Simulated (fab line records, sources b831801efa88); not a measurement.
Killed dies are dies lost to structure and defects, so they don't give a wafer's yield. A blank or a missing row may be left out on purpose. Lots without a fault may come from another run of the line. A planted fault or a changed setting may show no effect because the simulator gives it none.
fab line records | flow sky130
record lots=7 wafers=21 last_day=50
route steps=708 shown LDD_N@252 LDD_P@255 LDD_HVN@267 PAD_OPEN@708
lots that met no fault: from a run of the same line without faults
start_h: hours from the record's first day to the start of the lot's first wafer shown | wait_h: hours since the lot's step before | " the same as in the row above | L1.1+2: a row that stands for several wafers | - no value, or no start given | * or withheld: withheld | < > ~ a bound
route shown NAME@n: a module of which the file shows steps, and the number in the route of the first | usual: mean/standard deviation of fault-free wafers | same: alike in all rows | chamber/n: place in a boat | sites: the reading at each site | _std_site: their standard deviation | _edge_site: outer sites' mean less inner sites' | radius_mm: how far each site lies from the wafer's centre | mask NAME#n: copy n | behind: the tool/chamber that last shaped the wafer | hold: why the lot was held/for how many hours/how that ended | device: the transistor (n, p or np) that didn't switch | end of line: the same wafers' tests at the end of the route | a step without rows: its recipe alone | killed: dies lost to structure and defects at the first sort, not the wafer's yield | map: a wafer's dies, x killed, . not, _ none there
set.NAME: the setting as run; set.NAME@STEP: as run at that earlier step | model.NAME: the simulator's own value behind a step, which no gauge read
lots at some steps of the route; a table a step, a row a wafer
services: from which hour (start_h, from the record's first day; less than 0 if before it) a tool's chamber was out of use, for how many hours, and why
## steps
# step SKY_LDD_N_IMPLANT_15
# recipe species=BF2 energy_kev=50 dose_cm2=5e+12 tilt_deg=30 rotation_deg=270
# step SKY_LDD_N_STRIP_16
# recipe chemistry=O2/N2 power_w=1400 pressure_mtorr=1500 platen_temp_c=withheld o2_flow_sccm=3000 n2_flow_sccm=300 overash_fraction=0.5
# usual drypump_motor_current_A=5.9/0.47 oes_product_au=0.407/0.0042 strip_time_to_endpoint_s=4.317/0.014
# columns lot.wafer tool chamber start_h wait_h drypump_motor_current_A oes_product_au rf_hours_counter_h strip_time_to_endpoint_s
L108.3 plasma_asher-01 0 440.69 0.1 5.5 0.409 - 4.312
L108.4 " 1 " " 5.8 0.405 - 4.306
L108.5 " 0 " " 5.5 0.404 - 4.320
L110.1 plasma_asher-01 1 446.90 0.1 5.7 0.405 32 4.314
L110.3 " 1 " " 5.7 0.406 - 4.316
L110.4 " 0 " " 5.5 0.409 - 4.319
L115.3 plasma_asher-03 1 493.70 0.1 5.8 0.398 - 4.319
L115.4 " 0 " " 6.7 0.406 - 4.317
L115.5 " 1 " " 5.8 0.408 - 4.325
L117.1 plasma_asher-04 0 511.06 0.1 5.3 0.405 68 4.319
L117.3 " 0 " " 5.3 0.405 - 4.309
L117.6 " 0 " " 5.3 0.402 - 4.321
L121.2 plasma_asher-03 0 540.16 0.1 6.8 0.404 11 4.316
L121.3 " 1 " " 5.8 0.406 - 4.303
L121.5 " 1 " " 5.8 0.404 - 4.306
L124.1 plasma_asher-01 1 562.36 0.1 5.8 0.407 44 4.307
L124.2 " 0 " " 5.5 0.413 44 4.303
L124.6 " 0 " " 5.5 0.402 - 4.313
L129.2 plasma_asher-01 1 607.05 0.1 5.7 0.402 49 4.304
L129.3 " 0 " " 5.5 0.416 - 4.312
L129.6 " 0 " " 5.5 0.406 - 4.318
# step SKY_LDD_N_TW_MEAS_17
# usual LDD_N_TW=2592/10
# columns lot.wafer tool chamber start_h wait_h LDD_N_TW
L108.3 film_metro-04 - 440.78 0.1 2591
L108.4 " - " " 2592
L108.5 " - " " 2591
L110.1 film_metro-02 - 447.00 0.1 2573
L110.3 " - " " 2598
L110.4 " - " " 2574
L115.3 film_metro-01 - 493.78 0.1 2582
L115.4 " - " " 2590
L115.5 " - " " 2604
L117.1 film_metro-02 - 511.16 0.1 2585
L117.3 " - " " 2577
L117.6 " - " " 2575
L121.2 film_metro-02 - 540.27 0.1 2591
L121.3 " - " " 2593
L121.5 " - " " 2599
L124.1 film_metro-01 - 562.46 0.1 2598
L124.2 " - " " 2593
L124.6 " - " " 2581
L129.2 film_metro-04 - 607.16 0.1 2595
L129.3 " - " " 2560
L129.6 " - " " 2580
# step SKY_LDD_P_DEHYDRATE_00
# recipe temp_c=200 time_s=60
# step SKY_LDD_P_HMDS_01
# recipe prime_time_s=60 prime_temp_c=120
# step SKY_LDD_P_COAT_02
# recipe resist=NOVOLAK spin_rpm=3000 resist_thk_nm=1140
# step SKY_LDD_P_SOFTBAKE_03
# recipe temp_c=90 time_s=60 resist=NOVOLAK
# step SKY_LDD_P_EXPOSE_04
# recipe mask_id=PSDM na=0.6 source_shape=conventional sigma_outer=0.6 polarization=unpolarized target_cd_nm=380 dose_mj=138
# step SKY_LDD_P_PEB_05
# recipe temp_c=withheld time_s=* resist=NOVOLAK
# step SKY_LDD_P_DEVELOP_06
# recipe resist=NOVOLAK developer=TMAH develop_time_s=60 dev_temp_c=23
# step SKY_LDD_P_CD_MEAS_07
# recipe target_cd_nm=380
# usual cd_nm=380.2/2.9
# columns lot.wafer tool chamber start_h wait_h cd_nm
L108.3 cd_sem-02 - 471.65 0.1 380.8
L108.4 " - " " 378.1
L108.5 " - " " 381.2
L110.1 cd_sem-02 - 477.73 0.1 378.7
L110.3 " - " " 376.7
L110.4 " - " " 375.4
L115.3 cd_sem-01 - 522.95 0.1 382.1
L115.4 " - " " 382.6
L115.5 " - " " 379.2
L117.1 cd_sem-01 - 541.34 0.1 383.1
L117.3 " - " " 379.7
L117.6 " - " " 381.3
L121.2 cd_sem-01 - 570.21 0.1 382.9
L121.3 " - " " 381.9
L121.5 " - " " 382.2
L124.1 cd_sem-02 - 590.91 0.1 378.4
L124.2 " - " " 380.7
L124.6 " - " " 380.0
L129.2 cd_sem-01 - 635.30 0.1 381.9
L129.3 " - " " 385.4
L129.6 " - " " 384.1
# step SKY_LDD_P_OVL_MEAS_08
# usual LDD_P_OVL=-0.9/1.5
# columns lot.wafer tool chamber start_h wait_h LDD_P_OVL[nm]
L108.3 overlay-01 - 471.75 0.1 -1.8
L108.4 " - " " -2.4
L108.5 " - " " -1.6
L110.1 overlay-02 - 477.85 0.1 -0.3
L110.3 " - " " -0.5
L110.4 " - " " 0.2
L115.3 overlay-01 - 523.05 0.1 -2.9
L115.4 " - " " -5.4
L115.5 " - " " -4.3
L117.1 overlay-02 - 541.46 0.1 1.5
L117.3 " - " " -0.5
L117.6 " - " " -1.0
L121.2 overlay-02 - 570.32 0.1 1.7
L121.3 " - " " 2.2
L121.5 " - " " 1.1
L124.1 overlay-01 - 591.03 0.1 -1.2
L124.2 " - " " -1.7
L124.6 " - " " -0.4
L129.2 overlay-02 - 635.40 0.1 -0.6
L129.3 " - " " -1.1
L129.6 " - " " -0.7
# step SKY_LDD_P_IMPLANT_09
# recipe species=BF2 energy_kev=25 dose_cm2=1e+13 tilt_deg=withheld
# usual dose_ions_cm2=1e+13/1e+10
# columns lot.wafer tool chamber start_h wait_h dose_ions_cm2
L108.3 implanter-03 0 471.82 0.1 1e+13
L108.4 " 0 " " 1.0005e+13
L108.5 " 0 " " 1.0015e+13
L110.1 implanter-01 0 477.88 0.0 9.989e+12
L110.3 " 0 " " 1.001e+13
L110.4 " 0 " " 1.0011e+13
L115.3 implanter-01 0 523.12 0.1 9.997e+12
L115.4 " 0 " " 1.0009e+13
L115.5 " 0 " " 1.0002e+13
L115.3 implanter-01 0 523.44 0.3 1.0009e+13
L115.4 " 0 " " 1.0003e+13
L115.5 " 0 " " 1.0011e+13
L117.1 implanter-02 0 541.50 0.0 9.998e+12
L117.3 " 0 " " 1.002e+13
L117.6 " 0 " " 1.0002e+13
L117.1 implanter-02 0 541.81 0.3 9.976e+12
L117.3 " 0 " " 9.984e+12
L117.6 " 0 " " 9.969e+12
L121.2 implanter-02 0 570.37 0.0 1.0016e+13
L121.3 " 0 " " 1.0002e+13
L121.5 " 0 " " 9.998e+12
L121.2 implanter-02 0 570.69 0.3 1.0004e+13
L121.3 " 0 " " 1.0009e+13
L121.5 " 0 " " 9.979e+12
L124.1 implanter-01 0 591.07 0.0 1.0011e+13
L124.2 " 0 " " 9.997e+12
L124.6 " 0 " " 1.0017e+13
L129.2 implanter-03 0 635.46 0.0 9.99e+12
L129.3 " 0 " " 1e+13
L129.6 " 0 " " 9.996e+12
# step SKY_LDD_P_STRIP_10
# recipe chemistry=O2/N2 power_w=1400 pressure_mtorr=1500 platen_temp_c=withheld o2_flow_sccm=3000 n2_flow_sccm=300 overash_fraction=0.5
# usual drypump_motor_current_A=5.8/0.47 oes_product_au=0.715/0.0045 strip_time_to_endpoint_s=14.19/0.046
# columns lot.wafer tool chamber start_h wait_h drypump_motor_current_A oes_product_au rf_hours_counter_h strip_time_to_endpoint_s
L108.3 plasma_asher-02 0 471.95 0.1 5.2 0.715 - 14.15
L108.4 " 1 " " 6.0 0.712 - 14.13
L108.5 " 1 " " 6.0 0.719 - 14.21
L110.1 plasma_asher-03 0 478.03 0.1 6.8 0.709 5 14.15
L110.3 " 0 " " 6.8 0.712 - 14.19
L110.4 " 1 " " 5.8 0.720 - 14.15
L115.3 plasma_asher-02 0 523.57 0.1 5.2 0.717 - 14.22
L115.4 " 1 " " 5.9 0.716 - 14.23
L115.5 " 1 " " 5.9 0.709 - 14.19
L117.1 plasma_asher-04 0 541.96 0.1 5.3 0.711 71 14.14
L117.3 " 0 " " 5.4 0.707 - 14.21
L117.6 " 0 " " 5.3 0.712 - 14.15
L121.2 plasma_asher-02 0 570.81 0.1 5.2 0.711 88 14.15
L121.3 " 0 " " 5.2 0.718 - 14.15
L121.5 " 0 " " 5.2 0.709 - 14.12
L124.1 plasma_asher-03 1 591.22 0.1 5.8 0.715 16 14.24
L124.2 " 0 " " 6.7 0.715 16 14.23
L124.6 " 1 " " 5.8 0.716 - 14.23
L129.2 plasma_asher-04 1 635.58 0.1 5.9 0.720 80 14.18
L129.3 " 0 " " 5.4 0.720 - 14.15
L129.6 " 1 " " 5.9 0.721 - 14.19
# step SKY_LDD_P_TW_MEAS_11
# usual LDD_P_TW=637/3.2
# columns lot.wafer tool chamber start_h wait_h LDD_P_TW
L108.3 film_metro-01 - 472.04 0.1 643
L108.4 " - " " 639
L108.5 " - " " 639
L110.1 film_metro-02 - 478.13 0.1 640
L110.3 " - " " 642
L110.4 " - " " 641
L115.3 film_metro-02 - 523.76 0.2 791
L115.4 " - " " 787
L115.5 " - " " 797
L117.1 film_metro-03 - 542.09 0.1 792
L117.3 " - " " 794
L117.6 " - " " 793
L121.2 film_metro-01 - 570.92 0.1 795
L121.3 " - " " 791
L121.5 " - " " 795
L124.1 film_metro-01 - 591.32 0.1 636
L124.2 " - " " 637
L124.6 " - " " 642
L129.2 film_metro-02 - 635.69 0.1 637
L129.3 " - " " 636
L129.6 " - " " 638
# step SKY_LDD_HVN_DEHYDRATE_00
# recipe temp_c=200 time_s=60
# step SKY_PAD_OPEN_PROBE_99
# usual killed_at_M0_to_M3=43/6.5 killed_at_M4_up=3.2/1.9 killed_at_contacts=25/5.5 killed_at_front_end=14/4.2 killed_at_other=0.2/0.44 killed_dies=85/8.5 killed_open=47/7 killed_short=39/6.3
# same gross_dies=492 killed_at_back_side=0
# columns lot.wafer tool chamber start_h wait_h killed_at_M0_to_M3 killed_at_M4_up killed_at_contacts killed_at_front_end killed_at_other killed_dies killed_open killed_short model.etest.tip_p.rs_ohm_sq model.etest.pfet_01v8.r_on_ohm_um model.etest.tip_p.rs_ohm_sq_range model.etest.pfet_01v8.drive_ua_um model.etest.pfet_01v8_hvt.drive_ua_um model.etest.sram_pfet_latch.drive_ua_um model.etest.pfet_01v8_mvt.drive_ua_um model.etest.pfet_01v8_lvt.drive_ua_um
L108.3 prober-02 - 1103.09 0.2 44 5 17 20 1 87 33 54 6819 2983 126.4 182.8 136.5 134.1 145.6 165.9
L108.4 prober-02 - 1103.14 0.2 37 2 26 13 1 79 45 34 6888 2980 154.4 183.9 137.4 134.5 145.5 168.6
L108.5 prober-02 - 1103.19 0.2 48 4 24 20 0 96 56 40 6902 3054 202.3 180.9 135.2 138.5 143.7 164.5
L110.1 prober-02 - 1109.34 0.1 34 7 22 12 1 76 44 32 6805 2854 165.9 197.9 146.7 143.7 158 176.5
L110.3 prober-02 - 1109.44 0.2 36 5 32 11 0 84 38 46 6808 2860 180.8 193.5 145.7 144.4 154.5 174.5
L110.4 prober-02 - 1109.49 0.2 53 5 34 8 0 100 54 46 6803 2785 240.1 199.7 149.1 150.1 159.2 175.3
L115.3 prober-02 - 1137.04 0.2 30 7 18 16 0 71 36 35 3952 2661 166.3 215.2 162.8 160.5 156.4 179.4
L115.4 prober-02 - 1137.09 0.2 49 3 22 10 0 84 48 36 3969 2670 78.05 217.2 163.7 164.7 156.9 182.2
L115.5 prober-02 - 1137.14 0.2 47 3 18 15 0 83 48 35 3952 2688 146.3 211.8 158.6 156.9 156.6 180.5
L117.1 prober-01 - 1150.83 0.1 43 4 20 12 0 79 38 41 3895 2616 118.7 219.1 164.6 161.1 164.1 182.8
L117.3 prober-01 - 1150.93 0.2 42 2 29 8 0 81 42 39 3898 2680 139.1 215.6 160.2 164.9 162.1 182.7
L117.6 prober-01 - 1151.08 0.2 37 3 21 12 0 73 49 24 3903 2642 140.6 215.8 161.4 160.4 161.9 183.5
L121.2 prober-01 - 1171.50 0.1 41 6 18 15 1 81 52 29 3964 2688 96.68 212.3 160.2 153.9 157.2 180.2
L121.3 prober-01 - 1171.55 0.2 43 4 20 22 1 90 49 41 3949 2748 90.63 207.3 153.8 149.4 152.9 176.9
L121.5 prober-01 - 1171.65 0.2 50 0 23 13 1 87 46 41 3956 2676 76.9 212.5 158.7 161.3 157.7 180
L124.1 prober-02 - 1181.89 0.1 42 8 28 6 0 84 40 44 6884 2870 181.4 194.1 143.8 140 150 173.1
L124.2 prober-02 - 1181.94 0.1 46 2 25 18 1 92 51 41 6865 2943 131.8 188.3 140.4 139.9 146.7 170.5
L124.6 prober-02 - 1182.14 0.2 32 2 32 12 0 78 45 33 6918 2877 194.9 193.6 143.4 138.6 151.1 172.2
L129.2 prober-01 - 1206.29 0.1 46 2 25 15 0 88 48 40 6953 2896 208 191 144.1 144.7 152.6 173.9
L129.3 prober-01 - 1206.34 0.2 36 4 25 9 0 74 40 34 6950 2939 97.95 191.6 141.5 142.8 151.9 170.8
L129.6 prober-01 - 1206.49 0.2 39 3 28 22 0 92 52 40 6966 2866 291.9 193.2 145.2 137.7 151.8 172.8
# killed by level:class
L108.3 VIA3:geometric_particle:open=11 POLY_GATE:geometric_particle:short=7 FIELD_ISO:geometric_particle:short=6 CONTACT:geometric_particle:open=6 VIA3:geometric_particle:short=6 VIA1:geometric_particle:open=6 METAL1:geometric_particle:short=5 METAL4:geometric_particle:short=5
L108.4 CONTACT:geometric_particle:open=12 VIA1:geometric_particle:open=9 LI_CONTACT:geometric_particle:open=7 VIA1:geometric_particle:short=6 METAL2:geometric_particle:short=5 VIA3:geometric_particle:open=5 METAL3:geometric_particle:short=4 FIELD_ISO:geometric_particle:short=3
L108.5 VIA1:geometric_particle:open=11 VIA2:geometric_particle:open=9 CONTACT:geometric_particle:open=8 LI_CONTACT:geometric_particle:open=6 FIELD_ISO:geometric_particle:open=5 POLY_GATE:geometric_particle:open=5 METAL3:geometric_particle:short=5 POLY_GATE:geometric_particle:short=4
L110.1 LI_CONTACT:geometric_particle:open=7 VIA1:geometric_particle:open=7 CONTACT:geometric_particle:open=6 VIA3:geometric_particle:open=6 METAL4:geometric_particle:short=6 VIA2:geometric_particle:open=5 LI_CONTACT:geometric_particle:short=4 METAL2:geometric_particle:short=4
L110.3 LI_CONTACT:geometric_particle:open=11 METAL1:geometric_particle:short=8 CONTACT:geometric_particle:open=7 LOCAL_INTERCONNECT:geometric_particle:short=6 METAL2:geometric_particle:short=6 VIA3:geometric_particle:short=5 METAL4:geometric_particle:short=5 CONTACT:geometric_particle:short=4
L110.4 LI_CONTACT:geometric_particle:open=14 VIA2:geometric_particle:open=12 CONTACT:geometric_particle:open=8 VIA1:geometric_particle:open=8 METAL1:geometric_particle:short=7 LOCAL_INTERCONNECT:geometric_particle:short=6 VIA3:geometric_particle:short=6 METAL2:geometric_particle:short=5
L115.3 CONTACT:geometric_particle:open=7 METAL4:geometric_particle:short=5 LOCAL_INTERCONNECT:geometric_particle:short=5 VIA1:geometric_particle:open=5 FIELD_ISO:geometric_particle:open=4 METAL2:geometric_particle:short=4 METAL1:geometric_particle:short=4 VIA2:geometric_particle:open=4
L115.4 VIA1:geometric_particle:open=14 CONTACT:geometric_particle:open=9 METAL1:geometric_particle:short=9 LI_CONTACT:geometric_particle:open=8 VIA2:geometric_particle:open=7 VIA1:geometric_particle:short=5 METAL2:geometric_particle:short=5 FIELD_ISO:geometric_particle:short=4
L115.5 VIA1:geometric_particle:open=9 LI_CONTACT:geometric_particle:open=9 VIA3:geometric_particle:open=9 VIA1:geometric_particle:short=6 VIA2:geometric_particle:open=6 CONTACT:geometric_particle:short=5 METAL2:geometric_particle:short=5 FIELD_ISO:geometric_particle:open=4
L117.1 VIA1:geometric_particle:open=8 CONTACT:geometric_particle:open=7 VIA2:geometric_particle:open=6 METAL1:geometric_particle:short=6 VIA1:geometric_particle:short=6 METAL2:geometric_particle:short=6 CONTACT:geometric_particle:short=5 LI_CONTACT:geometric_particle:open=4
L117.3 CONTACT:geometric_particle:open=9 LOCAL_INTERCONNECT:geometric_particle:short=8 VIA1:geometric_particle:open=7 VIA3:geometric_particle:open=7 LI_CONTACT:geometric_particle:open=6 CONTACT:geometric_particle:short=6 VIA1:geometric_particle:short=5 METAL1:geometric_particle:short=4
L117.6 VIA1:geometric_particle:open=10 VIA2:geometric_particle:open=8 CONTACT:geometric_particle:open=7 FIELD_ISO:geometric_particle:open=6 LI_CONTACT:geometric_particle:open=6 VIA1:geometric_particle:short=4 VIA3:geometric_particle:open=4 LI_CONTACT:geometric_particle:short=3
L121.2 VIA1:geometric_particle:open=15 CONTACT:geometric_particle:open=13 VIA2:geometric_particle:open=6 METAL2:geometric_particle:short=5 POLY_GATE:geometric_particle:short=4 POLY_GATE:geometric_particle:open=4 VIA3:geometric_particle:open=4 METAL4:geometric_particle:short=4
L121.3 VIA1:geometric_particle:open=11 CONTACT:geometric_particle:open=8 VIA1:geometric_particle:short=8 POLY_GATE:geometric_particle:short=7 LI_CONTACT:geometric_particle:open=6 VIA2:geometric_particle:open=6 VIA3:geometric_particle:open=5 FIELD_ISO:geometric_particle:open=4
L121.5 CONTACT:geometric_particle:open=10 VIA1:geometric_particle:open=10 METAL2:geometric_particle:short=7 METAL1:geometric_particle:short=7 LOCAL_INTERCONNECT:geometric_particle:short=6 VIA2:geometric_particle:open=5 VIA3:geometric_particle:open=5 POLY_GATE:geometric_particle:short=4
L124.1 VIA1:geometric_particle:open=11 CONTACT:geometric_particle:open=7 METAL1:geometric_particle:short=7 LI_CONTACT:geometric_particle:open=6 LOCAL_INTERCONNECT:geometric_particle:short=6 METAL4:geometric_particle:short=6 CONTACT:geometric_particle:short=5 VIA3:geometric_particle:short=4
L124.2 VIA1:geometric_particle:open=12 CONTACT:geometric_particle:open=11 FIELD_ISO:geometric_particle:short=6 METAL1:geometric_particle:short=6 METAL2:geometric_particle:short=6 VIA3:geometric_particle:open=5 METAL3:geometric_particle:short=5 POLY_GATE:geometric_particle:open=4
L124.6 CONTACT:geometric_particle:open=15 VIA1:geometric_particle:open=9 LI_CONTACT:geometric_particle:open=7 CONTACT:geometric_particle:short=6 METAL2:geometric_particle:short=6 VIA2:geometric_particle:short=6 POLY_GATE:geometric_particle:short=3 POLY_CUT:geometric_particle:short=3
L129.2 VIA1:geometric_particle:open=13 CONTACT:geometric_particle:open=10 METAL1:geometric_particle:short=8 VIA2:geometric_particle:open=8 LI_CONTACT:geometric_particle:open=6 METAL2:geometric_particle:short=4 VIA3:geometric_particle:short=4 POLY_GATE:geometric_particle:short=3
L129.3 CONTACT:geometric_particle:open=10 VIA1:geometric_particle:open=10 LI_CONTACT:geometric_particle:open=5 LOCAL_INTERCONNECT:geometric_particle:short=4 METAL4:geometric_particle:short=4 CONTACT:geometric_particle:short=4 METAL1:geometric_particle:short=4 VIA2:geometric_particle:short=4
L129.6 VIA1:geometric_particle:open=10 FIELD_ISO:geometric_particle:open=9 LI_CONTACT:geometric_particle:open=7 VIA2:geometric_particle:open=7 VIA3:geometric_particle:open=7 CONTACT:geometric_particle:short=6 CONTACT:geometric_particle:open=6 METAL2:geometric_particle:short=6
## services
# columns tool chamber start_h hours kind
plasma_asher-03 - 421.25 9.0 pm
plasma_asher-03 0 421.25 9.0 vent_cycle
plasma_asher-03 1 421.25 9.0 vent_cycle
plasma_asher-03 0 430.25 - clean
plasma_asher-03 1 430.25 - clean
implanter-03 - 450.06 6.0 pm
plasma_asher-01 - 459.42 1.8 repair
implanter-01 - 462.93 1.4 repair
implanter-01 - 482.20 1.6 repair
plasma_asher-04 - 498.43 7.4 repair
implanter-02 - 510.21 18.8 repair
plasma_asher-03 - 514.66 2.8 pm
implanter-02 - 518.29 1.7 repair
implanter-03 - 560.48 12.0 pm
implanter-03 - 583.63 3.0 repair
implanter-03 - 588.26 1.7 repair
plasma_asher-02 - 606.63 0.4 repair
plasma_asher-01 - 631.41 4.5 repair
## key
first_sign step=SKY_LDD_P_IMPLANT_09 reading=visit direction=added
effect step=SKY_LDD_P_TW_MEAS_11 reading=LDD_P_TW direction=up sigmas=49 usual=637 struck=793
model_effect step=SKY_PAD_OPEN_PROBE_99 value=etest.tip_p.rs_ohm_sq without=6936 struck=3938
met_at SKY_LDD_P_IMPLANT_09
struck_wafers L115.3,L115.4,L115.5,L117.1,L117.3,L117.6,L121.2,L121.3,L121.5
tester_left_out L115,L117,L121
fault kind=repeated_step_whole tool=implanter-01,implanter-02,implanter-03 chamber=- onset_h=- steps=SKY_LDD_P_IMPLANT_09 times=1 scope=struck_lots_only
# tester_left_out: of these lots the tester's yield and bins aren't shown, on N5 and GAA mostly nor the transistor test; their killed dies are dies lost to structure and defects alone, not to doping, threshold or leakage, so they don't give the yield
